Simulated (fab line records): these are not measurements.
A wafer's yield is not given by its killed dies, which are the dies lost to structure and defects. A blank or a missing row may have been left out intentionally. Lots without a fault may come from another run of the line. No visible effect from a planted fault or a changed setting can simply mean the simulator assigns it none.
Problem report, 8D (eight disciplines) form, completed by code / flow sfq_line / the parts of the form that need people (team, actions taken, sign-off) are left out

1. PROBLEM STATEMENT
Across 6 wafers from 2 lots, M0_NB_RS at SFQ_M0_RS_MEAS_904 averages 0.757 ohm/sq, while fault-free wafers read 0.911 ohm/sq with a standard deviation of 0.0088. That puts it -17 standard deviations away from the usual mean.
The step: measures by four-point-probe.
First observed at day 10 07:56: wafer L467.2, on film_metro-04. The record holds 42 wafers of 14 lots with a number at this step. The rule behind "out" and "out of limits": a value lying over 4 standard deviations away from the usual mean. The other wafers with a number count as sound.

2. WHAT IT IS, AND WHAT IT ISN'T
question=which readings at this step; is=M0_NB_RS; is not=-
question=which lots; is=L467, L468; is not=L448, L450, L451, L452, L453, L454, L455, L456, L458, L460, L461, L464
question=which wafers of those lots; is=all that have a number; is not=-
question=read on which gauges; is=film_metro-01, film_metro-04; is not=film_metro-02
question=when; is=from day 10 07:56; is not=up to then (36 sound wafers)

3. SUSPECTS, AND WHAT RULES EACH OUT
Counting: a tool at any process step up to the reading remains a suspect when it ran all the lots that are out and ran no sound lot after the first of those.
- the gauge at SFQ_M0_RS_MEAS_904: ruled out. 2 gauges (film_metro-01, film_metro-04) read the wafers that are out.
- pvd_sputter-03 at SFQ_TRILAYER_M0_DEP_SPUTTER_019 (material Nb, target thk 200 nm, time 133.3 s): kept. It ran every lot that is out, first L467 (day 10 07:50), and no sound lot after that; its last sound lot up to then is L464 (day 9 07:50).
After counting, what remains is pvd_sputter-03 at SFQ_TRILAYER_M0_DEP_SPUTTER_019.

4. THE CAUSE (what the simulator had put in)
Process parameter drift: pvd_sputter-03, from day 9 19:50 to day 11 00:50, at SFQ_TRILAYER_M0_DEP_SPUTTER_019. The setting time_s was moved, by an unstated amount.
This tool alone remained once counting was done.

5. THE EFFECT CHAIN, in route order
One row per reading whose mean, taken over the struck wafers that have a number, lies over 3 standard deviations from the usual. Readings are gone through only where the record gives a usual standard deviation; hours: the median, over the lots, of the time from a lot's start at the first step in this table giving one to that lot's start at this step; sigmas: the change measured in usual standard deviations.
hours=0; step=SFQ_M0_RS_MEAS_904; reading=M0_NB_RS; usual=0.911 ohm/sq; on struck wafers=0.757; change=-0.154; sigmas=-17
hours=95; step=SFQ_TRILAYER_M0_ETCH_METAL_ETCH_024; reading=oes_product_au; usual=0.884 a.u.; on struck wafers=0.980; change=+0.096; sigmas=+15
Here are the process steps it includes:
- SFQ_TRILAYER_M0_ETCH_METAL_ETCH_024: etches Nb in Cl2/Ar, stops on SiO2, target depth 240 nm, time 120 s.
Later measuring or inspecting steps at which every struck wafer that the step has a row for has a number for every such reading, and none has moved that far: SFQ_I3_OVL_MEAS_923.

6. WHAT WOULD HAVE CAUGHT IT SOONER
12 hours passed between the start of the fault at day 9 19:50 and the first reading out of limits at a measuring or inspecting step in this record, taken at day 10 07:56.
Of the tool readings at SFQ_TRILAYER_M0_DEP_SPUTTER_019 for which the record gives a usual standard deviation, none was out on any struck wafer, so an alarm limit of 4 standard deviations on them would not have fired.
Of the lots that are out (2), L468 began SFQ_TRILAYER_M0_DEP_SPUTTER_019 on pvd_sputter-03 after day 10 07:56. Holding the tool at that time would have saved it.
